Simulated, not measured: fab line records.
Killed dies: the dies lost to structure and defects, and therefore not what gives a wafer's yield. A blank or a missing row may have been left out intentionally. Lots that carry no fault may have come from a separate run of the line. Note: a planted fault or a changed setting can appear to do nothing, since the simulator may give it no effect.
fab line records	flow gf180mcu
[record] lots = 5	wafers = 23
route steps=602 shown STI@4 DNWELL@34 NWELL@44 MVSD@68 MVPSD@86 VT_IMPLANT@98
start-h: the number of hours between the record's first day and the start of the first shown wafer of the lot	wait-h: how many hours have passed since the lot's step before this one	" same as the row above	L1.1+2: a single row standing in for several wafers	- no value, or no start given	* or withheld: withheld	< > ~ a bound
route shown NAME@n: a module of which the file shows steps, and the number in the route of the first	usual: mean/standard deviation taken from wafers without a fault	same: alike in all rows	chamber/n: place in a boat	sites: each site's reading	_std_site: how widely they spread, as a standard deviation	_edge_site: outer sites' mean less inner sites'	radius-mm: how far each site lies from the wafer's centre	mask NAME#n: copy n	behind: the tool/chamber that last shaped the wafer	hold: the reason the lot was held/the length of the hold in hours/how it ended	device: transistor that didn't switch, given as n, p or np	end of line: tests run on the same wafers once the route is complete	a step given without rows: its recipe and nothing more	killed: the dies lost at the first sort to structure and to defects; this is not the yield of the wafer	map: dies across one wafer; x = killed, . = not, _ = none there
set.NAME: the setting that was run; set.NAME@STEP: the one run at that earlier step	model.NAME: the simulator's own value behind a step, which no gauge read
lots with deliberately changed settings; one table per step, one row per wafer
[[steps]]
[step GF_STI_CVD_03]
[recipe] material = Si3N4	precursor = DCS/NH3	target-thk-nm = 207.16	temp-c = 770	time-s = 3551	pressure-mtorr = 250
lot.wafer	tool	chamber	start-h	wait-h	set.temp-c	model.Si3N4_of_STI_CVD_03.thk-nm
L075.2+6	-	-	-	0.0	770	204.9
L075.3	"	-	"	"	770	204.4
L075.4	"	-	"	"	770	205.7
L075.5	"	-	"	"	770	204.7
L077.1	-	-	-	0.1	749.2	138.7
L077.2	"	-	"	"	749.2	137.1
L077.4	"	-	"	"	749.2	139.5
L077.5	"	-	"	"	749.2	137.3
L077.6	"	-	"	"	749.2	136.4
L080.2	lpcvd-02	0	42.52	0.0	770	205
L080.3	"	0	"	"	770	205.1
L080.6	"	0	"	"	770	205.2
L084.1	-	-	-	0.1	770	208.4
L084.2	"	-	"	"	770	208.7
L084.3	"	-	"	"	770	208.2
L084.5+6	"	-	"	"	770	207.4
L085.1	-	-	-	0.1	762.5	181
L085.2	"	-	"	"	762.5	180.7
L085.3	"	-	"	"	762.5	180.2
L085.4	"	-	"	"	762.5	180.8
L085.5	"	-	"	"	762.5	178.8
[step GF_STI_THK_MEAS_04]
[recipe] reads = Si3N4_of_STI_CVD_03
[usual] STI_CVD_03_THK = 206.7/2
lot.wafer	tool	chamber	start-h	wait-h	set.temp-c@STI_CVD_03	STI_CVD_03_THK[nm]
L075.2	film-metro-04	-	-	-	770	205.1
L075.3	"	-	"	"	770	204.3
L075.4	"	-	"	"	770	205.6
L075.5	"	-	"	"	770	204.8
L075.6	"	-	"	"	770	204.9
L077.1	film-metro-04	-	-	-	749.2	138.8
L077.2	"	-	"	"	749.2	137.2
L077.4	"	-	"	"	749.2	139.5
L077.5	"	-	"	"	749.2	137.4
L077.6	"	-	"	"	749.2	136.2
L080.2	film-metro-01	-	44.52	0.0	770	204.7
L080.3	"	-	"	"	770	205.3
L080.6	"	-	"	"	770	205.3
L084.1	film-metro-03	-	-	-	770	208.5
L084.2	"	-	"	"	770	208.7
L084.3	"	-	"	"	770	208.2
L084.5	"	-	"	"	770	207.4
L084.6	"	-	"	"	770	207.3
L085.1	film-metro-01	-	-	-	762.5	181.0
L085.2	"	-	"	"	762.5	180.6
L085.3	"	-	"	"	762.5	180.2
L085.4	"	-	"	"	762.5	180.7
L085.5	"	-	"	"	762.5	178.8
[step GF_STI_PEB_10]
[recipe] peb-temp-c = 135	peb-time-s = 90	resist = KrF
lot.wafer	tool	chamber	start-h	wait-h	set.peb-temp-c
L075.2+3+4+5+6	litho-track-01	0	-	-	135
L077.1+2	litho-track-04	0	-	-	137.8
L077.4+5+6	"	0	"	"	135
L080.2+3+6	litho-track-01	0	-	-	135
L084.1+2+3+5+6	litho-track-01	0	-	-	135
L085.1+4+5	litho-track-01	0	-	-	135
L085.2+3	"	0	"	"	137.8
[step GF_STI_DEVELOP_11]
[recipe] develop-time-s = 60	dev-temp-c = 21
[step GF_STI_CD_MEAS_12]
[recipe] target-cd-nm = 220
[usual] cd-nm = 220.0/1.4
lot.wafer	tool	chamber	start-h	wait-h	set.peb-temp-c@STI_PEB_10	cd-nm
L075.2	cd-sem-02	-	31.27	0.1	135	219.0
L075.3	"	-	"	"	135	219.2
L075.4	"	-	"	"	135	219.1
L075.5	"	-	"	"	135	219.4
L075.6	"	-	"	"	135	220.1
L077.1	cd-sem-02	-	41.11	0.1	137.8	211.9
L077.2	"	-	"	"	137.8	212.7
L077.4	"	-	"	"	135	218.5
L077.5	"	-	"	"	135	218.0
L077.6	"	-	"	"	135	218.5
L080.2	cd-sem-02	-	57.32	0.1	135	221.4
L080.3	"	-	"	"	135	220.3
L080.6	"	-	"	"	135	221.6
L084.1	cd-sem-02	-	76.74	0.1	135	220.4
L084.2	"	-	"	"	135	221.6
L084.3	"	-	"	"	135	220.8
L084.5	"	-	"	"	135	220.5
L084.6	"	-	"	"	135	221.8
L085.1	cd-sem-02	-	82.14	0.1	135	217.6
L085.2	"	-	"	"	137.8	209.6
L085.3	"	-	"	"	137.8	211.5
L085.4	"	-	"	"	135	218.1
L085.5	"	-	"	"	135	217.9
[step GF_STI_ETCH_13]
[recipe] chemistry = CHF3/O2	stop-on = Si	over-etch-frac = 0.3	target-depth-a = 2823.1	source-w = 600	bias-w = 200	pressure-mtorr = 40	chf3-flow-sccm = 50	O2_flow_sccm = 5	time-s = 112.9
[usual] oes-product-au = 0.832/0.0063
lot.wafer	tool	chamber	start-h	wait-h	set.temp-c@STI_CVD_03	set.peb-temp-c@STI_PEB_10	oes-product-au	model.etch.depth-nm	model.STI.cd-nm
L075.2	rie-diel-02	2	31.37	0.1	770	135	0.827	-	218.9
L075.3	"	3	"	"	770	135	0.832	-	219
L075.4	"	0	"	"	770	135	0.835	205.7	219.2
L075.5	"	0	"	"	770	135	0.834	-	219.8
L075.6	"	1	"	"	770	135	0.822	-	219.6
L077.1	rie-diel-03	0	41.23	0.1	749.2	137.8	0.682	-	211.7
L077.2	"	3	"	"	749.2	137.8	0.673	137.1	212
L077.4	"	1	"	"	749.2	135	0.682	-	218.5
L077.5	"	3	"	"	749.2	135	0.680	-	217.6
L077.6	"	0	"	"	749.2	135	0.674	-	218.5
L080.2	rie-diel-04	3	57.42	0.1	770	135	0.829	205	220.8
L080.3	"	0	"	"	770	135	0.839	205.1	220.8
L080.6	"	2	"	"	770	135	0.834	205.2	221.6
L084.1	rie-diel-03	2	76.86	0.1	770	135	0.836	-	220.1
L084.2	"	1	"	"	770	135	0.838	-	221.6
L084.3	"	0	"	"	770	135	0.830	-	221
L084.5	"	0	"	"	770	135	0.830	-	221.1
L084.6	"	1	"	"	770	135	0.827	-	222.4
L085.1	rie-diel-04	2	82.26	0.1	762.5	135	0.775	181	217.5
L085.2	"	3	"	"	762.5	137.8	0.765	-	209.2
L085.3	"	1	"	"	762.5	137.8	0.779	180.2	211
L085.4	"	0	"	"	762.5	135	0.780	-	218.4
L085.5	"	1	"	"	762.5	135	0.774	178.8	217.1
[step GF_STI_ETCH_14]
[recipe] target = Si	chemistry = HBr/Cl2/O2	target-depth-nm = 360	icp-w = 600	bias-w = 150	pressure-mtorr = 15	HBr_flow_sccm = 150	Cl2_flow_sccm = 40	O2_flow_sccm = 6	time-s = 102.9
[step GF_STI_STRIP_15]
[recipe] chemistry = O2/N2	power-w = 1400	pressure-mtorr = 1500	platen-temp-c = 250	o2-flow-sccm = 3000	n2-flow-sccm = 300	overash-fraction = 0.5
[step GF_STI_CLEAN_16]
[recipe] chemistry = dHF	time-s = 25	dilution = 100:1
[step GF_STI_WET_ETCH_17]
[recipe] chemistry = H3PO4	target-depth-nm = 45	temp-c = 160	target = Si3N4	time-s = 514
lot.wafer	tool	chamber	start-h	wait-h	set.temp-c@STI_CVD_03	model.Si3N4_of_STI_CVD_03.thk-nm
L075.2	wet-bench-02	1	31.64	0.0	770	160.3
L075.3	"	1	"	"	770	159.7
L075.4	"	1	"	"	770	161.1
L075.5	"	1	"	"	770	160.2
L075.6	"	1	"	"	770	160.4
L077.1	wet-bench-04	0	41.50	0.0	749.2	92.82
L077.2	"	0	"	"	749.2	90.9
L077.4	"	0	"	"	749.2	93.63
L077.5	"	0	"	"	749.2	91.34
L077.6	"	0	"	"	749.2	90.44
L080.2	wet-bench-02	0	57.68	0.0	770	161
L080.3+6	"	0	"	"	770	161.3
L084.1	wet-bench-02	3	77.13	0.0	770	162.8
L084.2	"	3	"	"	770	162.9
L084.3	"	3	"	"	770	162.7
L084.5	"	3	"	"	770	162
L084.6	"	3	"	"	770	162.3
L085.1+4	wet-bench-03	2	82.57	0.0	762.5	135.8
L085.2	"	2	"	"	762.5	135.4
L085.3	"	2	"	"	762.5	135.3
L085.5	"	2	"	"	762.5	133.5
[step GF_DNWELL_COAT_02]
[recipe] spin-rpm = 2000	resist-thk-nm = 3000
lot.wafer	tool	chamber	start-h	wait-h	set.spin-rpm	model.coat_of_DNWELL_COAT_02.thk-nm
L075.2	litho-track-01	0	41.17	0.1	2150	2905
L075.3	"	0	"	"	2000	3016
L075.4	"	0	"	"	2150	2916
L075.5	"	0	"	"	2150	2906
L075.6	"	0	"	"	2000	3009
L077.1	litho-track-03	0	52.40	0.1	2133	2910
L077.2	"	0	"	"	2133	2922
L077.4	"	0	"	"	2133	2917
L077.5	"	0	"	"	2000	3011
L077.6	"	0	"	"	2000	3004
L080.2	litho-track-01	0	68.82	0.1	2000	2996
L080.3	"	0	"	"	2000	3000
L080.6	"	0	"	"	2000	2992
L084.1+6	litho-track-04	0	95.11	0.1	1956	3036
L084.2	"	0	"	"	1956	3040
L084.3	"	0	"	"	2000	3001
L084.5	"	0	"	"	2000	3010
L085.1	litho-track-04	0	101.66	0.1	2000	2986
L085.2+4	"	0	"	"	2000	2996
L085.3	"	0	"	"	2000	2993
L085.5	"	0	"	"	2000	2991
[step GF_DNWELL_SOFTBAKE_03]
[recipe] temp-c = 110	time-s = withheld
[step GF_DNWELL_EXPOSE_04]
[recipe] mask-id = DNWELL	target-cd-nm = 1700	na = 0.6	source-shape = conventional	sigma-outer = 0.6	dose-mj = 260
[step GF_DNWELL_DEVELOP_06]
[recipe] wall-angle-deg = 90	develop-time-s = 60	dev-temp-c = 23
[step GF_DNWELL_IMPLANT_07]
[recipe] species = P	energy-kev = 1487	dose-cm2 = 1e+13	tilt-deg = 0
[step GF_DNWELL_STRIP_08]
[recipe] chemistry = O2/N2	power-w = 1400	pressure-mtorr = 1500	platen-temp-c = 250	o2-flow-sccm = 3000	n2-flow-sccm = 300	overash-fraction = 0.5
[usual] strip-time-to-endpoint-s = 36.99/0.1
lot.wafer	tool	chamber	start-h	wait-h	set.spin-rpm@DNWELL_COAT_02	strip-time-to-endpoint-s
L075.2	plasma-asher-04	1	47.90	0.1	2150	35.87
L075.3	"	0	"	"	2000	37.15
L075.4	"	1	"	"	2150	36.00
L075.5	"	0	"	"	2150	35.89
L075.6	"	1	"	"	2000	37.06
L077.1	plasma-asher-02	1	59.60	0.1	2133	35.93
L077.2	"	0	"	"	2133	36.07
L077.4	"	1	"	"	2133	36.00
L077.5	"	0	"	"	2000	37.09
L077.6	"	1	"	"	2000	36.99
L080.2	plasma-asher-04	0	76.01	0.1	2000	36.90
L080.3	"	1	"	"	2000	36.96
L080.6	"	1	"	"	2000	36.86
L084.1	plasma-asher-01	1	101.70	0.1	1956	37.38
L084.2	"	0	"	"	1956	37.42
L084.3	"	1	"	"	2000	36.96
L084.5	"	0	"	"	2000	37.07
L084.6	"	1	"	"	1956	37.37
L085.1	plasma-asher-02	0	108.44	0.1	2000	36.77
L085.2	"	1	"	"	2000	36.89
L085.3	"	0	"	"	2000	36.88
L085.4	"	1	"	"	2000	36.89
L085.5	"	0	"	"	2000	36.85
[step GF_NWELL_COAT_02]
[recipe] spin-rpm = 2000	resist-thk-nm = 3000
lot.wafer	tool	chamber	start-h	wait-h	set.resist-thk-nm	model.coat_of_NWELL_COAT_02.thk-nm
L075.2	litho-track-04	0	53.79	0.1	3000	3007
L075.3	"	0	"	"	3144	3146
L075.4	"	0	"	"	3000	3009
L075.5	"	0	"	"	3144	3144
L075.6	"	0	"	"	3000	2995
L077.1	litho-track-04	0	65.81	0.1	3000	2989
L077.2	"	0	"	"	2850	2848
L077.4	"	0	"	"	3000	2984
L077.5	"	0	"	"	2850	2840
L077.6	"	0	"	"	3000	2996
L080.2	litho-track-03	0	82.37	0.1	3000	3011
L080.3	"	0	"	"	3000	3007
L080.6	"	0	"	"	3000	3002
L084.1	litho-track-03	0	107.95	0.1	3000	3008
L084.2	"	0	"	"	3000	3015
L084.3	"	0	"	"	3000	3013
L084.5	"	0	"	"	2860	2862
L084.6	"	0	"	"	2860	2864
L085.1+4	litho-track-02	0	114.48	0.1	3000	3006
L085.2	"	0	"	"	3000	3007
L085.3+5	"	0	"	"	3000	3005
[step GF_NWELL_SOFTBAKE_03]
[recipe] temp-c = 110	time-s = withheld
[step GF_NWELL_EXPOSE_04]
[recipe] mask-id = Nwell	target-cd-nm = 860	na = 0.6	source-shape = conventional	sigma-outer = 0.6	dose-mj = 260
[step GF_NWELL_IMPLANT_08]
[recipe] species = P	energy-kev = 450	dose-cm2 = 1.5e+13	tilt-deg = 0
[step GF_NWELL_IMPLANT_09]
[recipe] species = P	energy-kev = 160	dose-cm2 = 3.863e+12	tilt-deg = 0
[step GF_NWELL_STRIP_10]
[recipe] chemistry = O2/N2	power-w = 1400	pressure-mtorr = 1500	platen-temp-c = 250	o2-flow-sccm = 3000	n2-flow-sccm = 300	overash-fraction = 0.5
[usual] strip-time-to-endpoint-s = 36.93/0.1
lot.wafer	tool	chamber	start-h	wait-h	set.resist-thk-nm@NWELL_COAT_02	strip-time-to-endpoint-s
L075.2	plasma-asher-01	0	61.68	0.1	3000	37.04
L075.3	"	0	"	"	3144	38.62
L075.4	"	1	"	"	3000	37.05
L075.5	"	0	"	"	3144	38.60
L075.6	"	1	"	"	3000	36.88
L077.1	plasma-asher-02	0	73.40	0.1	3000	36.84
L077.2	"	1	"	"	2850	35.23
L077.4	"	1	"	"	3000	36.76
L077.5	"	0	"	"	2850	35.13
L077.6	"	1	"	"	3000	36.90
L080.2	plasma-asher-03	1	90.03	0.1	3000	37.07
L080.3	"	1	"	"	3000	37.04
L080.6	"	0	"	"	3000	36.97
L084.1	plasma-asher-02	0	114.85	0.1	3000	37.03
L084.2	"	1	"	"	3000	37.12
L084.3	"	0	"	"	3000	37.10
L084.5	"	0	"	"	2860	35.36
L084.6	"	1	"	"	2860	35.36
L085.1	plasma-asher-01	1	122.16	0.1	3000	37.02
L085.2	"	0	"	"	3000	37.03
L085.3	"	0	"	"	3000	37.01
L085.4	"	1	"	"	3000	37.01
L085.5	"	1	"	"	3000	36.99
[step GF_MVSD_COAT_02]
[recipe] spin-rpm = 2000	resist-thk-nm = 3000
lot.wafer	tool	chamber	start-h	wait-h	set.spin-rpm	model.coat_of_MVSD_COAT_02.thk-nm
L075.2	litho-track-01	0	81.47	0.1	2000	3010
L075.3	"	0	"	"	2000	2992
L075.4	"	0	"	"	2000	2996
L075.5	"	0	"	"	1943	3042
L075.6	"	0	"	"	1943	3040
L077.1	litho-track-02	0	93.73	0.1	2000	2983
L077.2+4	"	0	"	"	1890	3075
L077.5	"	0	"	"	1890	3084
L077.6	"	0	"	"	2000	2992
L080.2	litho-track-01	0	109.62	0.1	2000	3026
L080.3	"	0	"	"	2000	3023
L080.6	"	0	"	"	2000	3034
L084.1	litho-track-02	0	137.23	0.1	2076	2935
L084.2	"	0	"	"	2000	2997
L084.3	"	0	"	"	2000	2987
L084.5	"	0	"	"	2076	2937
L084.6	"	0	"	"	2076	2939
L085.1	litho-track-04	0	144.16	0.1	1910	3063
L085.2	"	0	"	"	2000	3000
L085.3	"	0	"	"	1910	3074
L085.4	"	0	"	"	2000	2993
L085.5	"	0	"	"	1910	3064
[step GF_MVSD_IMPLANT_08]
[recipe] species = P	energy-kev = 400	dose-cm2 = 1.6e+13	tilt-deg = 0
lot.wafer	tool	chamber	start-h	wait-h	set.dose-cm2
L075.2+3+4+5+6	implanter-04	0	88.99	0.0	1.6e+13
L077.1+2+4	implanter-04	0	100.18	0.0	1.765e+13
L077.5+6	"	0	"	"	1.6e+13
L080.2+3+6	implanter-04	0	117.24	0.0	1.6e+13
L084.1+2+5	implanter-01	0	145.25	0.0	1.6e+13
L084.3+6	"	0	"	"	1.779e+13
L085.1+2+3	implanter-02	0	152.33	0.0	1.6e+13
L085.4+5	"	0	"	"	1.871e+13
[step GF_MVSD_IMPLANT_09]
[recipe] species = P	energy-kev = 100	dose-cm2 = 5e+12	tilt-deg = 0
[step GF_MVSD_STRIP_10]
[recipe] chemistry = O2/N2	power-w = 1400	pressure-mtorr = 1500	platen-temp-c = 250	o2-flow-sccm = 3000	n2-flow-sccm = 300	overash-fraction = 0.5
[usual] strip-time-to-endpoint-s = 37.01/0.14
lot.wafer	tool	chamber	start-h	wait-h	set.spin-rpm@MVSD_COAT_02	strip-time-to-endpoint-s
L075.2	plasma-asher-02	0	89.26	0.1	2000	37.08
L075.3	"	1	"	"	2000	36.85
L075.4	"	0	"	"	2000	36.89
L075.5	"	0	"	"	1943	37.45
L075.6	"	1	"	"	1943	37.45
L077.1	plasma-asher-03	1	100.48	0.1	2000	36.76
L077.2	"	0	"	"	1890	37.81
L077.4	"	0	"	"	1890	37.81
L077.5	"	0	"	"	1890	37.91
L077.6	"	1	"	"	2000	36.85
L080.2	plasma-asher-03	0	117.51	0.1	2000	37.25
L080.3	"	1	"	"	2000	37.22
L080.6	"	0	"	"	2000	37.35
L084.1	plasma-asher-03	0	145.55	0.1	2076	36.22
L084.2	"	1	"	"	2000	36.91
L084.3	"	0	"	"	2000	36.79
L084.5	"	0	"	"	2076	36.25
L084.6	"	1	"	"	2076	36.27
L085.1	plasma-asher-04	1	152.63	0.1	1910	37.65
L085.2	"	0	"	"	2000	36.95
L085.3	"	0	"	"	1910	37.80
L085.4	"	1	"	"	2000	36.88
L085.5	"	1	"	"	1910	37.66
[step GF_MVSD_TW_MEAS_11]
[usual] MVSD_TW = 1591/14
lot.wafer	tool	chamber	start-h	wait-h	set.dose-cm2@MVSD_IMPLANT_08	MVSD_TW
L075.2	film-metro-04	-	89.37	0.1	1.6e+13	1592
L075.3	"	-	"	"	1.6e+13	1596
L075.4	"	-	"	"	1.6e+13	1596
L075.5	"	-	"	"	1.6e+13	1599
L075.6	"	-	"	"	1.6e+13	1604
L077.1	film-metro-04	-	100.58	0.1	1.765e+13	1645
L077.2	"	-	"	"	1.765e+13	1654
L077.4	"	-	"	"	1.765e+13	1656
L077.5	"	-	"	"	1.6e+13	1606
L077.6	"	-	"	"	1.6e+13	1600
L080.2	film-metro-02	-	117.62	0.1	1.6e+13	1576
L080.3	"	-	"	"	1.6e+13	1582
L080.6	"	-	"	"	1.6e+13	1585
L084.1	film-metro-04	-	145.65	0.1	1.6e+13	1601
L084.2	"	-	"	"	1.6e+13	1602
L084.3	"	-	"	"	1.779e+13	1641
L084.5	"	-	"	"	1.6e+13	1601
L084.6	"	-	"	"	1.779e+13	1649
L085.1	film-metro-02	-	152.73	0.1	1.6e+13	1570
L085.2	"	-	"	"	1.6e+13	1580
L085.3	"	-	"	"	1.6e+13	1580
L085.4	"	-	"	"	1.871e+13	1642
L085.5	"	-	"	"	1.871e+13	1647
[step GF_MVPSD_IMPLANT_08]
[recipe] species = B	energy-kev = 170	dose-cm2 = 1.5e+13	tilt-deg = 0
lot.wafer	tool	chamber	start-h	wait-h	set.dose-cm2
L075.2+3	implanter-02	0	102.66	0.0	1.5e+13
L075.4+5+6	"	0	"	"	1.543e+13
L077.1+2+4+5+6	implanter-04	0	113.85	0.0	1.5e+13
L080.2+3+6	implanter-02	0	132.01	0.0	1.5e+13
L084.1+3	implanter-03	0	161.13	0.0	1.44e+13
L084.2+5+6	"	0	"	"	1.5e+13
L085.1+4+5	implanter-02	0	168.63	0.0	1.412e+13
L085.2+3	"	0	"	"	1.5e+13
[step GF_VT_IMPLANT_IMPLANT_08]
[recipe] species = BF2	energy-kev = 20	dose-cm2 = 8.29e+12	tilt-deg = 7
lot.wafer	tool	chamber	start-h	wait-h	set.energy-kev	model.implant.rp-nm	model.implant.drp-nm
L075.2+3+6	implanter-03	0	116.22	0.0	20	17.52	9.752
L075.4+5	"	0	"	"	18.68	16.61	9.295
L077.1+5	implanter-02	0	128.53	0.0	20	17.28	9.752
L077.2+4+6	"	0	"	"	20.89	17.88	10.05
L080.2+3+6	implanter-02	0	147.44	0.0	20	17.16	9.752
L084.1+3+6	implanter-01	0	177.75	0.0	20	17.08	9.752
L084.2+5	"	0	"	"	19.47	16.72	9.569
L085.1+4	implanter-02	0	185.56	0.0	20	17.01	9.752
L085.2+3+5	"	0	"	"	21.28	17.85	10.19
[step GF_VT_IMPLANT_STRIP_09]
[recipe] chemistry = O2/N2	power-w = 1400	pressure-mtorr = 1500	platen-temp-c = 250	o2-flow-sccm = 3000	n2-flow-sccm = 300	overash-fraction = 0.5
[step GF_VT_IMPLANT_TW_MEAS_10]
[usual] VT_IMPLANT_TW = 567/3.8
lot.wafer	tool	chamber	start-h	wait-h	set.energy-kev@VT_IMPLANT_IMPLANT_08	VT_IMPLANT_TW
L075.2	film-metro-02	-	116.46	0.1	20	565
L075.3	"	-	"	"	20	563
L075.4	"	-	"	"	18.68	550
L075.5	"	-	"	"	18.68	550
L075.6	"	-	"	"	20	565
L077.1	film-metro-01	-	128.78	0.1	20	565
L077.2	"	-	"	"	20.89	575
L077.4	"	-	"	"	20.89	572
L077.5	"	-	"	"	20	566
L077.6	"	-	"	"	20.89	572
L080.2	film-metro-01	-	147.67	0.1	20	569
L080.3	"	-	"	"	20	568
L080.6	"	-	"	"	20	569
L084.1	film-metro-01	-	178.00	0.1	20	569
L084.2	"	-	"	"	19.47	567
L084.3	"	-	"	"	20	570
L084.5	"	-	"	"	19.47	564
L084.6	"	-	"	"	20	571
L085.1	film-metro-01	-	185.81	0.1	20	568
L085.2	"	-	"	"	21.28	577
L085.3	"	-	"	"	21.28	580
L085.4	"	-	"	"	20	565
L085.5	"	-	"	"	21.28	580
[[key]]
[split] step = GF_STI_CVD_03	setting = temp-c	stated = 770	by = lot
[response] step = GF_STI_CVD_03	reading = model.Si3N4_of_STI_CVD_03.thk-nm	change = +25.3	per = 1%	r = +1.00
[response] step = GF_STI_THK_MEAS_04	reading = STI_CVD_03_THK	change = +25.3	per = 1%	r = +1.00
[response] step = GF_STI_ETCH_13	reading = oes-product-au	change = +0.0569	per = 1%	r = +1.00
[response] step = GF_STI_ETCH_13	reading = model.etch.depth-nm	change = +25.3	per = 1%	r = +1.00
[response] step = GF_STI_WET_ETCH_17	reading = model.Si3N4_of_STI_CVD_03.thk-nm	change = +25.8	per = 1%	r = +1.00
[split] step = GF_STI_PEB_10	setting = peb-temp-c	stated = 135	by = wafer
[response] step = GF_STI_CD_MEAS_12	reading = cd-nm	change = -3.2	per = 1%	r = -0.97
[response] step = GF_STI_ETCH_13	reading = model.STI.cd-nm	change = -3.35	per = 1%	r = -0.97
[split] step = GF_DNWELL_COAT_02	setting = spin-rpm	stated = 2000	by = wafer
[response] step = GF_DNWELL_COAT_02	reading = model.coat_of_DNWELL_COAT_02.thk-nm	change = -13.8	per = 1%	r = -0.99
[response] step = GF_DNWELL_STRIP_08	reading = strip-time-to-endpoint-s	change = *	per = 1%	r = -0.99
[split] step = GF_NWELL_COAT_02	setting = resist-thk-nm	stated = 3000	by = wafer
[response] step = GF_NWELL_COAT_02	reading = model.coat_of_NWELL_COAT_02.thk-nm	change = +30.1	per = 1%	r = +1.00
[response] step = GF_NWELL_STRIP_10	reading = strip-time-to-endpoint-s	change = *	per = 1%	r = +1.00
[split] step = GF_MVSD_COAT_02	setting = spin-rpm	stated = 2000	by = wafer
[response] step = GF_MVSD_COAT_02	reading = model.coat_of_MVSD_COAT_02.thk-nm	change = -15.6	per = 1%	r = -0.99
[response] step = GF_MVSD_STRIP_10	reading = strip-time-to-endpoint-s	change = *	per = 1%	r = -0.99
[split] step = GF_MVSD_IMPLANT_08	setting = dose-cm2	stated = 1.6e+13	by = wafer
[response] step = GF_MVSD_TW_MEAS_11	reading = MVSD_TW	change = +4.12	per = 1%	r = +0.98
[split] step = GF_MVPSD_IMPLANT_08	setting = dose-cm2	stated = 1.5e+13	by = wafer
response none in this file
[split] step = GF_VT_IMPLANT_IMPLANT_08	setting = energy-kev	stated = 20	by = wafer
[response] step = GF_VT_IMPLANT_IMPLANT_08	reading = model.implant.rp-nm	change = +0.135	per = 1%	r = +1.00
[response] step = GF_VT_IMPLANT_IMPLANT_08	reading = model.implant.drp-nm	change = +0.0685	per = 1%	r = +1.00
[response] step = GF_VT_IMPLANT_TW_MEAS_10	reading = VT_IMPLANT_TW	change = +1.94	per = 1%	r = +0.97
